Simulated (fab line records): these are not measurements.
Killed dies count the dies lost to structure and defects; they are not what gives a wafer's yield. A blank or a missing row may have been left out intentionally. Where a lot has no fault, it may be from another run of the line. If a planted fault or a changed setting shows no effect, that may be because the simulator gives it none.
Which of the tools did it? + flow sky130 + 24 lots, 72 wafers sampled, at 6 steps of a route of 708

## WHAT EACH GAUGE READ, for each wafer
SKY_VIA1_RS_MEAS_22: a four-point-probe measurement.
| lot  | measured     | on            | VIA1_W_RS (ohm/sq) |
|------|--------------|---------------|--------------------|
| L074 | day 34 04:31 | film-metro-01 | 0.426 0.435 0.426  |
| L075 | day 34 11:14 | film-metro-02 | 0.431 0.425 0.422  |
| L076 | day 34 17:46 | film-metro-01 | 0.423 0.419 0.421  |
| L077 | day 34 22:59 | film-metro-02 | 0.423 0.421 0.421  |
| L078 | day 35 09:56 | film-metro-04 | 0.416 0.420 0.418  |
| L079 | day 35 16:25 | film-metro-01 | 0.419 0.419 0.420  |
| L080 | day 36 00:04 | film-metro-02 | 0.418 0.425 0.424  |
| L081 | day 36 11:27 | film-metro-04 | 0.428 0.421 0.430  |
| L082 | day 36 19:56 | film-metro-04 | 0.435 0.426 0.423  |
| L083 | day 37 08:07 | film-metro-01 | 0.428 0.430 0.423  |
| L084 | day 37 08:34 | film-metro-02 | 0.423 0.425 0.426  |
| L085 | day 37 15:38 | film-metro-02 | 0.419 0.427 0.416  |
| L086 | day 37 19:37 | film-metro-04 | 0.430 0.427 0.429  |
| L087 | day 38 01:08 | film-metro-04 | 0.426 0.430 0.425  |
| L088 | day 38 19:26 | film-metro-04 | 0.421 0.424 0.423  |
| L089 | day 39 06:05 | film-metro-04 | 0.433 0.425 0.423  |
| L090 | day 39 06:38 | film-metro-01 | 0.425 0.429 0.429  |
| L091 | day 39 12:44 | film-metro-02 | 0.422 0.423 0.423  |
| L092 | day 39 18:35 | film-metro-02 | 0.430 0.430 0.432  |
| L093 | day 39 23:08 | film-metro-04 | 0.423 0.420 0.423  |
| L094 | day 40 08:47 | film-metro-02 | 0.429 0.425 0.425  |
| L095 | day 40 09:40 | film-metro-04 | 0.425 0.426 0.426  |
| L096 | day 40 17:13 | film-metro-04 | 0.425 0.426 0.424  |
| L097 | day 40 19:46 | film-metro-04 | 0.427 0.427 0.429  |

SKY_VIA2_THK_MEAS_23: measures by xrf.
| lot  | measured     | on            | VIA2_W_THK (nm) |
|------|--------------|---------------|-----------------|
| L074 | day 36 12:16 | film-metro-01 | 424 420 423     |
| L075 | day 36 19:07 | film-metro-04 | 425 428 425     |
| L076 | day 37 01:50 | film-metro-03 | 433 432 432     |
| L077 | day 37 07:19 | film-metro-03 | 436 438 434     |
| L078 | day 37 17:40 | film-metro-04 | 427 425 426     |
| L079 | day 37 23:31 | film-metro-01 | 425 414 421     |
| L080 | day 38 06:53 | film-metro-01 | 421 420 421     |
| L081 | day 38 17:56 | film-metro-01 | 425 420 424     |
| L082 | day 39 02:13 | film-metro-03 | 437 439 432     |
| L083 | day 39 14:46 | film-metro-03 | 435 431 432     |
| L084 | day 39 14:55 | film-metro-01 | 421 423 421     |
| L085 | day 39 21:47 | film-metro-03 | 435 431 429     |
| L086 | day 40 01:11 | film-metro-03 | 438 433 446     |
| L087 | day 40 06:29 | film-metro-03 | 441 431 438     |
| L088 | day 41 00:15 | film-metro-03 | 435 437 435     |
| L089 | day 41 10:32 | film-metro-04 | 424 429 428     |
| L090 | day 41 11:23 | film-metro-03 | 441 443 428     |
| L091 | day 41 16:25 | film-metro-04 | 427 431 435     |
| L092 | day 41 22:20 | film-metro-04 | 429 425 431     |
| L093 | day 42 02:23 | film-metro-01 | 419 418 410     |
| L094 | day 42 11:23 | film-metro-03 | 435 438 436     |
| L095 | day 42 13:07 | film-metro-04 | 434 434 438     |
| L096 | day 42 20:47 | film-metro-03 | 439 440 443     |
| L097 | day 42 21:20 | film-metro-01 | 426 429 431     |

SKY_METAL3_OVL_MEAS_14.
| lot  | measured     | on         | METAL3_OVL (nm) |
|------|--------------|------------|-----------------|
| L074 | day 38 17:34 | overlay-01 | 1 0 0           |
| L075 | day 38 23:02 | overlay-02 | 2 -8 4          |
| L076 | day 39 06:50 | overlay-01 | 3 3 1           |
| L077 | day 39 10:52 | overlay-01 | -1 2 0          |
| L078 | day 39 21:36 | overlay-02 | 12 10 6         |
| L079 | day 40 02:33 | overlay-02 | 11 6 9          |
| L080 | day 40 10:06 | overlay-01 | 4 6 6           |
| L081 | day 40 18:59 | overlay-01 | -4 -3 -3        |
| L082 | day 41 04:40 | overlay-01 | 3 8 8           |
| L083 | day 41 17:00 | overlay-01 | 2 0 3           |
| L084 | day 41 18:25 | overlay-01 | 13 6 10         |
| L085 | day 41 23:10 | overlay-01 | 1 6 2           |
| L086 | day 42 02:43 | overlay-02 | 4 -3 3          |
| L087 | day 42 08:24 | overlay-02 | 4 10 3          |
| L088 | day 43 00:16 | overlay-02 | -8 -3 -6        |
| L089 | day 43 09:04 | overlay-01 | 9 5 1           |
| L090 | day 43 11:23 | overlay-01 | 12 11 5         |
| L091 | day 43 14:43 | overlay-01 | 1 -8 -7         |
| L092 | day 43 21:10 | overlay-02 | -7 -11 1        |
| L093 | day 44 01:49 | overlay-02 | 12 12 6         |
| L094 | day 44 10:46 | overlay-02 | -3 -2 -8        |
| L095 | day 44 11:27 | overlay-02 | 11 3 9          |
| L096 | day 44 18:58 | overlay-02 | 3 0 6           |
| L097 | day 44 19:47 | overlay-01 | -1 -4 0         |

SKY_METAL4_CD_MEAS_13 targets a cd of 300 nm.
| lot  | measured     | on        | cd-nm (nm)        |
|------|--------------|-----------|-------------------|
| L074 | day 41 21:47 | cd-sem-01 | 299.0 296.9 298.3 |
| L075 | day 42 02:59 | cd-sem-01 | 297.3 297.4 299.7 |
| L076 | day 42 11:47 | cd-sem-01 | 299.5 300.3 300.4 |
| L077 | day 42 15:05 | cd-sem-02 | 301.1 301.8 300.0 |
| L078 | day 43 00:34 | cd-sem-01 | 299.2 298.9 297.5 |
| L079 | day 43 06:11 | cd-sem-02 | 302.0 302.3 301.6 |
| L080 | day 43 11:36 | cd-sem-02 | 300.7 302.3 302.3 |
| L081 | day 43 20:23 | cd-sem-01 | 300.5 300.3 300.2 |
| L082 | day 44 04:56 | cd-sem-01 | 300.7 301.4 301.9 |
| L083 | day 44 18:44 | cd-sem-02 | 299.9 299.4 299.8 |
| L084 | day 44 19:29 | cd-sem-02 | 298.4 297.8 298.7 |
| L085 | day 45 00:49 | cd-sem-02 | 297.6 299.3 298.1 |
| L086 | day 45 03:00 | cd-sem-01 | 300.2 302.2 300.6 |
| L087 | day 45 07:24 | cd-sem-02 | 299.3 299.6 298.9 |
| L088 | day 45 20:52 | cd-sem-01 | 300.1 298.1 299.8 |
| L089 | day 46 06:46 | cd-sem-02 | 300.5 299.6 299.9 |
| L090 | day 46 07:53 | cd-sem-01 | 300.3 300.7 300.4 |
| L091 | day 46 11:37 | cd-sem-01 | 297.9 297.4 298.2 |
| L092 | day 46 17:50 | cd-sem-01 | 298.9 297.0 298.9 |
| L093 | day 46 22:03 | cd-sem-01 | 298.9 298.8 299.0 |
| L094 | day 47 05:45 | cd-sem-02 | 302.9 302.4 303.3 |
| L095 | day 47 07:38 | cd-sem-02 | 299.4 298.5 299.6 |
| L096 | day 47 13:13 | cd-sem-02 | 302.4 299.6 300.6 |
| L097 | day 47 14:16 | cd-sem-01 | 300.0 299.5 301.5 |

SKY_METAL4_OVL_MEAS_14.
| lot  | measured     | on         | METAL4_OVL (nm) |
|------|--------------|------------|-----------------|
| L074 | day 41 21:54 | overlay-01 | 1 3 -4          |
| L075 | day 42 03:05 | overlay-01 | 5 5 4           |
| L076 | day 42 11:53 | overlay-01 | -4 -4 0         |
| L077 | day 42 15:12 | overlay-01 | 6 10 7          |
| L078 | day 43 00:41 | overlay-01 | 7 1 -5          |
| L079 | day 43 06:18 | overlay-02 | 20 10 16        |
| L080 | day 43 11:43 | overlay-01 | 2 -5 -2         |
| L081 | day 43 20:29 | overlay-02 | -1 3 -2         |
| L082 | day 44 05:03 | overlay-01 | 6 0 1           |
| L083 | day 44 18:51 | overlay-01 | 2 4 -4          |
| L084 | day 44 19:34 | overlay-01 | 12 3 10         |
| L085 | day 45 00:56 | overlay-01 | 11 14 13        |
| L086 | day 45 03:07 | overlay-01 | -3 -3 -1        |
| L087 | day 45 07:31 | overlay-01 | -4 -2 -1        |
| L088 | day 45 20:59 | overlay-02 | 0 -13 -3        |
| L089 | day 46 06:52 | overlay-01 | 12 4 -3         |
| L090 | day 46 07:59 | overlay-02 | -4 -1 2         |
| L091 | day 46 11:44 | overlay-02 | 14 13 8         |
| L092 | day 46 17:56 | overlay-01 | 5 7 4           |
| L093 | day 46 22:10 | overlay-02 | -9 -9 -4        |
| L094 | day 47 05:52 | overlay-01 | 12 10 9         |
| L095 | day 47 07:45 | overlay-02 | 6 11 0          |
| L096 | day 47 13:19 | overlay-01 | -1 -3 -1        |
| L097 | day 47 14:22 | overlay-01 | 9 24 16         |

## EACH LOT AND THE TOOL THAT RAN IT (in order: tool; ch and the chambers of the sampled wafers; start)
| lot  | SKY_METAL2_STRIP_20                  |
|------|--------------------------------------|
| L074 | plasma-asher-01 ch 0,1, day 35 08:24 |
| L075 | plasma-asher-04 ch 0,1, day 35 14:43 |
| L076 | plasma-asher-04 ch 0,1, day 35 21:32 |
| L077 | plasma-asher-03 ch 0,1, day 36 02:26 |
| L078 | plasma-asher-03 ch 0,1, day 36 13:02 |
| L079 | plasma-asher-01 ch 0,1, day 36 19:30 |
| L080 | plasma-asher-01 ch 0,1, day 37 03:07 |
| L081 | plasma-asher-04 ch 0,1, day 37 14:51 |
| L082 | plasma-asher-03 ch 0,1, day 37 22:50 |
| L083 | plasma-asher-03 ch 0,1, day 38 11:08 |
| L084 | plasma-asher-03 ch 0,1, day 38 11:43 |
| L085 | plasma-asher-01 ch 0,1, day 38 18:26 |
| L086 | plasma-asher-04 ch 0,1, day 38 22:20 |
| L087 | plasma-asher-03 ch 0,1, day 39 03:34 |
| L088 | plasma-asher-03 ch 0,1, day 39 21:28 |
| L089 | plasma-asher-04 ch 0,1, day 40 07:38 |
| L090 | plasma-asher-01 ch 0,1, day 40 08:28 |
| L091 | plasma-asher-01 ch 0,1, day 40 13:44 |
| L092 | plasma-asher-04 ch 0,1, day 40 19:41 |
| L093 | plasma-asher-04 ch 0,1, day 41 00:35 |
| L094 | plasma-asher-01 ch 0,1, day 41 09:55 |
| L095 | plasma-asher-04 ch 0,1, day 41 11:21 |
| L096 | plasma-asher-04 ch 0,1, day 41 18:53 |
| L097 | plasma-asher-04 ch 0,1, day 41 20:08 |
- SKY_METAL2_STRIP_20: strips in O2/N2.

## WHAT THE TOOLS THEMSELVES READ (means of the sampled wafers that have a number; where no wafer has one, the mark that the record gives instead)
SKY_METAL2_STRIP_20.
| lot  | tool            | drypump-motor-current-A (A) | oes-product-au (a.u.) | strip-time-to-endpoint-s (s) |
|------|-----------------|-----------------------------|-----------------------|------------------------------|
| L074 | plasma-asher-01 | 5.7                         | 0.348                 | 2.68                         |
| L075 | plasma-asher-04 | 5.1                         | 0.338                 | 2.66                         |
| L076 | plasma-asher-04 | 5.1                         | 0.343                 | 2.65                         |
| L077 | plasma-asher-03 | 6.4                         | 0.344                 | 2.66                         |
| L078 | plasma-asher-03 | 6.1                         | 0.345                 | 2.71                         |
| L079 | plasma-asher-01 | 5.7                         | 0.336                 | 2.66                         |
| L080 | plasma-asher-01 | 5.8                         | 0.337                 | 2.57                         |
| L081 | plasma-asher-04 | 5.3                         | 0.347                 | 2.69                         |
| L082 | plasma-asher-03 | 6.4                         | 0.340                 | 2.63                         |
| L083 | plasma-asher-03 | 6.4                         | 0.345                 | 2.64                         |
| L084 | plasma-asher-03 | 6.4                         | 0.341                 | 2.67                         |
| L085 | plasma-asher-01 | 5.7                         | 0.343                 | 2.64                         |
| L086 | plasma-asher-04 | 5.3                         | 0.340                 | 2.68                         |
| L087 | plasma-asher-03 | 6.1                         | 0.347                 | 2.66                         |
| L088 | plasma-asher-03 | 6.5                         | 0.342                 | 2.63                         |
| L089 | plasma-asher-04 | 5.3                         | 0.341                 | 2.62                         |
| L090 | plasma-asher-01 | 6.0                         | 0.341                 | 2.66                         |
| L091 | plasma-asher-01 | 5.8                         | 0.339                 | 2.64                         |
| L092 | plasma-asher-04 | 5.1                         | 0.341                 | 2.63                         |
| L093 | plasma-asher-04 | 5.3                         | 0.340                 | 2.63                         |
| L094 | plasma-asher-01 | 6.0                         | 0.342                 | 2.67                         |
| L095 | plasma-asher-04 | 5.1                         | 0.339                 | 2.61                         |
| L096 | plasma-asher-04 | 5.1                         | 0.340                 | 2.62                         |
| L097 | plasma-asher-04 | 5.1                         | 0.344                 | 2.68                         |

## THE ANSWER, worked out from the rows above alone
Rule: usual is defined by the lots themselves. Put in order of their means at a reading, lots are off if they are a third of the lots or fewer, leave a main group of 4 or more, and stand apart from it by a gap of 3 or more times the standard deviation of the main group's means; of several such gaps the widest counts. Not used: any main group whose means are identical at the precision the tables above print for the reading. Also off: a lot with no number at a reading for which 4 or more lots have one. All remaining lots with rows at the step are treated as sound. After the gauges, taken in route order, come the tools' own readings; for these a lot's mean is taken, as printed above. At the first step where some lot is off, the reading lying furthest off is the one used; lots without a number count as furthest.
Across all readings shown, no lot is off: no conclusion can be drawn from this.

## WHAT HAD BEEN PUT IN BY THE SIMULATOR
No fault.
